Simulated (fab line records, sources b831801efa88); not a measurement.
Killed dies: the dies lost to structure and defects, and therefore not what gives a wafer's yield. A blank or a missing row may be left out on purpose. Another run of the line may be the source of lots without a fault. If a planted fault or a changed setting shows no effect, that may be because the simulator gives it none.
A struck lot beside a sound one || flow gf180mcu || 16 out of 602 route steps
Sound: these wafers, L620.1, L620.2, L620.5. Wafers struck: L628.2, L628.3, L628.4. At the end, the cause is stated.
Per side, at each step with rows, come the tool, then ch with its chambers, and then its first start. Under that, the readings that differ: sound wafers || struck wafers || difference of the means || sigmas: that difference in standard deviations of wafers without a fault.
alike: words and numbers the same on both sides, and readings whose means are apart by under 2 such deviations; not compared: readings that were withheld, readings missing a value for some wafer, numbers with overlapping values and no deviation given by the record, and bounds like >300 which may hide the same value.
Wherever a step has rows on one side only, a row that says differs or no value, or a row with sigmas, the two part there. When numbers do not overlap yet have no deviation, they are printed without sigmas and do not part them. Lack of a reading on every wafer of one side parts them only where that side has two or more wafers.

first, 7 steps without rows for these wafers: GF_HV_LDD_DEHYDRATE_24 (time 60 s); GF_HV_LDD_HMDS_25 (prime time 60 s); GF_HV_LDD_COAT_26 (resist thk 1000 nm); GF_HV_LDD_SOFTBAKE_27 (time 60 s); GF_HV_LDD_EXPOSE_28 (exposes mask Nplus HV AREA, target cd 400 nm); GF_HV_LDD_PEB_29; GF_HV_LDD_DEVELOP_30 (develop time 60 s).
GF_HV_LDD_CD_MEAS_31: target cd 400 nm.
  struck on cd_sem-02, day 17 13:10; sound on cd_sem-01, day 14 20:08
{"reading": "cd_nm (nm)", "sound": "395.0 396.6 396.6", "struck": "404.0 403.9 406.4", "difference": "+8.7", "sigmas": "+3"}
GF_HV_LDD_OVL_MEAS_32:
  struck on overlay-02, day 17 13:17; sound on overlay-02, day 14 20:15
  alike: HV_LDD_02_OVL
then, 3 steps without rows for these wafers: GF_HV_LDD_IMPLANT_33; GF_HV_LDD_IMPLANT_34; GF_HV_LDD_IMPLANT_35.
GF_HV_LDD_IMPLANT_36:
  sound on implanter-01 ch 0, day 14 20:44; struck on implanter-01 ch 0, day 17 13:47
{"reading": "dose_ions_cm2", "sound": "7.506e+12 7.508e+12 7.515e+12", "struck": "3.5207e+13 3.5202e+13 3.5208e+13", "difference": "+2.7696e+13", "sigmas": "+99 or more"}
{"reading": "faraday_current_uA", "sound": "43.0 42.1 42.2", "struck": "195.4 198.1 202.8", "difference": "+156.3", "sigmas": "+99 or more"}
{"reading": "rotation_deg (degrees)", "sound": "270.11 270.04 270.01", "struck": "270.11 269.84 269.77", "difference": -0.15, "sigmas": -2}
GF_HV_LDD_STRIP_37: strips in O2/N2.
  sound on plasma_asher-04 ch 0,1, day 14 20:53; struck on plasma_asher-02 ch 0,1, day 17 13:55
{"reading": "heater_power_w (W)", "sound": "349 332 346", "struck": "265 314 274", "difference": -58, "sigmas": -3}
  alike: drypump_motor_current_A, o2_flow_sccm, oes_product_au, platen_temp_c, strip_time_to_endpoint_s
  not compared: rf_hours_counter_h
GF_HV_LDD_TW_MEAS_38:
  struck on film_metro-03, day 17 14:15; sound on film_metro-01, day 14 20:59
{"reading": "HV_LDD_3_TW", "sound": "1444 1452 1444", "struck": "1783 1756 1763", "difference": "+321", "sigmas": "+51"}
  not compared: hold
following that, these wafers have no rows for 1 step: GF_PASSIVATION_PROBE_99.

WHERE THEY PART
Last at GF_HV_LDD_TW_MEAS_38 as far as this record goes, first at GF_HV_LDD_CD_MEAS_31.

WHY: whatever the simulator had introduced
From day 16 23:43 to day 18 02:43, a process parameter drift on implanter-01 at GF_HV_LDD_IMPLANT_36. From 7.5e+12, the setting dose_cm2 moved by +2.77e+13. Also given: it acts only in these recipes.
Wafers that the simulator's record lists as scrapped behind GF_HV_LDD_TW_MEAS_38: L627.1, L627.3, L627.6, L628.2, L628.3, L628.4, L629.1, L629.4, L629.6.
